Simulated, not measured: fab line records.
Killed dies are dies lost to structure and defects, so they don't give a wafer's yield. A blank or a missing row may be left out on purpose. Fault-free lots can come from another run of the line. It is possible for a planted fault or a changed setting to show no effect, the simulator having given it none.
A lot that was struck, set against a sound lot :: flow sky130 :: 16 out of 708 route steps
Sound: the wafers L549.1, L549.2, L549.6. Struck: wafer L556.1 (left out: L556.4, L556.6 of the same lot, which were not struck); the cause appears at the end.
Per side, at each step with rows, come the tool, then ch with its chambers, and then its first start. Under that, the readings that differ: sound wafers :: struck wafers :: difference of the means :: sigmas: that difference in standard deviations of wafers without a fault.
alike: readings whose means differ by less than 2 such deviations, and words and numbers that are the same on both sides. not compared: withheld readings, readings that some wafer has no value for, bounds like >300 that may hide the same value, and numbers for which the record gives no deviation and whose values overlap.
Wherever a step has rows on one side only, a row that says differs or no value, or a row with sigmas, the two part there. Numbers that have no deviation but don't overlap get no sigmas and don't part them. A reading missing from all wafers of one side parts the sides only when that side holds two or more wafers.

first, 3 steps without rows for these wafers: SKY_METAL1_EXPOSE_12 (exposes mask MM1, target cd 140 nm); SKY_METAL1_PEB_13; SKY_METAL1_DEVELOP_14 (develop time 60 s).
SKY_METAL1_CD_MEAS_15 targets a cd of 140 nm.
  struck on cdSem-02, day 35 18:14; sound on cdSem-01, day 33 20:20
  alike: cdNm
SKY_METAL1_OVL_MEAS_16:
  struck on overlay-02, day 35 18:22; sound on overlay-02, day 33 20:28
reading: METAL1_OVL (nm)
sound: -2 -15 -11
struck: 10
difference: +19
sigmas: +3
SKY_METAL1_DESCUM_17: chemistry O2, time 8 s.
  sound on rieMetal-03 ch 0,1, day 33 20:29; struck on rieMetal-02 ch 0, day 35 18:24
  alike: drypumpMotorCurrentA, oesProductAu
  not compared: rfHoursCounterH
SKY_METAL1_ETCH_18: etches BARC in N2/H2, stops on SiO2, time 45.9 s, target depth 60 nm.
  sound on rieMetal-03 ch 0,1, day 33 20:32; struck on rieMetal-02 ch 0, day 35 18:26
  alike: drypumpMotorCurrentA, oesProductAu, throttleValvePct
  not compared: rfHoursCounterH
SKY_METAL1_METAL_ETCH_19: etches the open film in Cl2/BCl3, stops on SiO2, target depth 360 nm, time 78 s.
  sound on rieMetal-03 ch 0,1, day 33 20:35; struck on rieMetal-02 ch 0, day 35 18:29
reading: oesProductAu (a.u.)
sound: 0.835 0.848 0.844
struck: 0.861
difference: +0.019
sigmas: +3
  alike: bcl3FlowSccm, drypumpMotorCurrentA, throttleValvePct
  not compared: rfHoursCounterH
SKY_METAL1_STRIP_20: strips in O2/N2.
  sound on plasmaAsher-02 ch 0,1, day 33 20:41; struck on plasmaAsher-02 ch 0, day 35 18:35
reading: stripTimeToEndpointS (s)
sound: 2.80 2.73 2.78
struck: 2.59
difference: -0.18
sigmas: -3
  alike: drypumpMotorCurrentA, oesProductAu
  not compared: rfHoursCounterH
then, 3 steps without rows for these wafers: SKY_METAL1_STRIP_21 (strips in post etch residue remover, time 1200 s); SKY_METAL1_CLEAN_22 (cleans in IPA, time 180 s); SKY_METAL1_CLEAN_23 (cleans in O3/DIW).
SKY_VIA1_HDPCVD_00: deposits SiO2, target thk 1030 nm, time 171.7 s.
  sound on hdpcvd-02 ch 1,2, day 33 21:16; struck on hdpcvd-02 ch 0, day 35 19:10
reading: sih4FlowSccm (sccm)
sound: 60.26 59.68 59.84
struck: 89.63
difference: +29.70
sigmas: +99 or more

reading: model.SiO2_of_VIA1_HDPCVD_00.thkNm (nm)
sound: 1016 1029 1035
struck: 1537
difference: +510
sigmas: 
SKY_VIA1_THK_MEAS_01:
  struck on filmMetro-03, day 35 19:31; sound on filmMetro-04, day 33 21:23
reading: VIA1_HDPCVD_THK (nm)
sound: 1017 1028 1035
struck: 1539
difference: +512
sigmas: +43
  not compared: hold
SKY_VIA1_CMP_02: polishes SiO2.
  sound on cmp-02 ch 0,1, day 33 21:26; struck on cmp-02 ch 0, day 35 21:38
reading: hold
sound: - - -
struck: awaitDispo/2.0h/release
difference: no value on the sound wafers
sigmas: 
  alike: motorCurrentA
SKY_PAD_OPEN_PROBE_99:
  rows exist in the record for the sound wafers here (prober-02, day 46 12:43), none for the struck ones

== WHERE THEY PART ==
At SKY_METAL1_OVL_MEAS_16 first; at SKY_PAD_OPEN_PROBE_99 last (within this record only).

WHY: whatever the simulator had introduced
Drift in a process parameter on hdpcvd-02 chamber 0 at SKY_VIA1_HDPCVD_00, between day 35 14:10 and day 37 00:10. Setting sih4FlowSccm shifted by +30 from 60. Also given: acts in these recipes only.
